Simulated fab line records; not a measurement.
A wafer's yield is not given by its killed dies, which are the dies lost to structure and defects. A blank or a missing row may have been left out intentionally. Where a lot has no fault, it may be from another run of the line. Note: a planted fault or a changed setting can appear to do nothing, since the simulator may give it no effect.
The tool behind it: which one? | flow sky130 | 6 lots, 18 wafers sampled, at 2 steps of a route of 708

## WHAT EACH GAUGE READ, for each wafer
SKY_VIA1_CD_MEAS_12: target cd 150 nm.
lot  | measured     | on        | cd-nm (nm)
L364 | day 34 17:11 | cd-sem-01 | 149.7 149.4 149.1
L368 | day 35 14:37 | cd-sem-02 | 151.6 149.0 149.8
L371 | day 36 05:47 | cd-sem-02 | 151.0 151.5 149.8
L373 | day 37 06:20 | cd-sem-02 | 152.9 150.0 151.2
L382 | day 39 20:05 | cd-sem-02 | 150.0 148.2 150.7
L386 | day 41 00:04 | cd-sem-02 | 151.5 149.8 150.3

## EACH LOT AND THE TOOL THAT RAN IT (in order: tool; ch and the chambers of the sampled wafers; start)
lot  | SKY_VIA1_CMP_02
L364 | cmp-01 ch 0,1, day 33 16:30
L368 | cmp-01 ch 0,1,2, day 34 15:05
L371 | cmp-02 ch 0,2, day 35 05:08
L373 | cmp-01 ch 0,2, day 36 05:17
L382 | cmp-01 ch 0,3, day 38 18:35
L386 | cmp-01 ch 1,2,3, day 40 00:01
- SKY_VIA1_CMP_02: polishes SiO2.

## THE ANSWER, worked out from the rows above alone
Rule: usual is defined by the lots themselves. Put in order of their means at a reading, lots are off if they are a third of the lots or fewer, leave a main group of 4 or more, and stand apart from it by a gap of 3 or more times the standard deviation of the main group's means; of several such gaps the widest counts. If all means in a main group match to the digits the tables above print for the reading, that group is not used. Also off: a lot with no number at a reading for which 4 or more lots have one. The other lots that the step has rows for count as sound.
Across all readings shown, no lot is off: no conclusion can be drawn from this.

## WHAT THE SIMULATOR PUT IN
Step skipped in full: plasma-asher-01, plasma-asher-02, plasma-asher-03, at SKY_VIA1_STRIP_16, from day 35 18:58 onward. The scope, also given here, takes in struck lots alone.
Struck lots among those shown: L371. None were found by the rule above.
